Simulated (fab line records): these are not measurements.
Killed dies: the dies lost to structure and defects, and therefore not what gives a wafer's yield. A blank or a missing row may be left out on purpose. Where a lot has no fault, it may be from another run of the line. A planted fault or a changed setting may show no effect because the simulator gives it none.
Which tool did it?    flow gf180mcu    Sampling: 13 lots, 39 wafers, 2 of 602 route steps

## WHAT EACH GAUGE READ, for each wafer
GF_V5_THK_MEAS_01.
lot   measured      on             V5_CVD_00_THK (nm)
L928  day 26 02:02  film metro-02  303.0 305.9 300.8
L931  day 27 00:34  film metro-03  298.3 299.0 299.9
L932  day 27 16:53  film metro-02  302.4 297.2 301.4
L933  day 27 18:41  film metro-03  305.1 303.9 303.3
L934  day 28 03:17  film metro-04  301.6 300.0 304.4
L935  day 28 14:43  film metro-02  300.8 300.7 297.9
L936  day 29 08:01  film metro-04  302.1 296.1 299.1
L937  day 29 16:30  film metro-02  299.7 301.0 302.7
L938  day 29 18:05  film metro-04  297.7 297.9 298.3
L939  day 30 06:55  film metro-02  291.1 293.5 294.2
L940  day 30 10:14  film metro-02  299.0 302.1 300.5
L949  day 32 09:19  film metro-02  305.5 299.0 304.0
L951  day 32 21:14  film metro-03  301.2 302.9 299.6

## WHICH TOOL RAN EACH LOT (tool, then ch and the chambers of the sampled wafers, then the start)
lot   GF_M4_SPUTTER_04
L928  pvd sputter-04, day 22 04:14
L931  pvd sputter-01, day 23 04:53
L932  pvd sputter-01, day 24 00:22
L933  pvd sputter-04, day 24 02:40
L934  pvd sputter-01, day 24 11:08
L935  pvd sputter-03, day 24 23:24
L936  pvd sputter-01, day 25 20:19
L937  pvd sputter-04, day 26 04:43
L938  pvd sputter-04, day 26 07:28
L939  pvd sputter-04, day 26 20:22
L940  pvd sputter-04, day 27 00:29
L949  pvd sputter-01, day 29 05:47
L951  pvd sputter-04, day 29 19:28
- GF_M4_SPUTTER_04: material TiN, target thk 50 nm, time 41.7 s.

## WHAT THE TOOLS THEMSELVES READ (means of the sampled wafers that have a number; where no wafer has one, the mark that the record gives instead)
GF_M4_SPUTTER_04.
lot   tool            throttle valve pct (%)
L928  pvd sputter-04  30.9
L931  pvd sputter-01  29.0
L932  pvd sputter-01  28.4
L933  pvd sputter-04  30.1
L934  pvd sputter-01  28.6
L935  pvd sputter-03  29.8
L936  pvd sputter-01  28.5
L937  pvd sputter-04  31.2
L938  pvd sputter-04  29.9
L939  pvd sputter-04  30.2
L940  pvd sputter-04  30.9
L949  pvd sputter-01  29.8
L951  pvd sputter-04  30.6

## THE ANSWER, worked out from the rows above alone
Rule: usual is defined by the lots themselves. Put in order of their means at a reading, lots are off if they are a third of the lots or fewer, leave a main group of 4 or more, and stand apart from it by a gap of 3 or more times the standard deviation of the main group's means; of several such gaps the widest counts. A main group is skipped when, at the precision printed for the reading in the tables above, its means are all equal. A lot without any number at a reading at which 4 lots or more have one is off too. Any other lot the step has rows for is counted as sound. After the gauges, taken in route order, come the tools' own readings; for these a lot's mean is taken, as printed above. The first step at which some lot is off is used, and at that step the reading that is off furthest; a lot without a number counts as furthest.
No lot is off on any of the readings shown, so nothing can be concluded from this.

## WHAT WAS PUT IN BY THE SIMULATOR
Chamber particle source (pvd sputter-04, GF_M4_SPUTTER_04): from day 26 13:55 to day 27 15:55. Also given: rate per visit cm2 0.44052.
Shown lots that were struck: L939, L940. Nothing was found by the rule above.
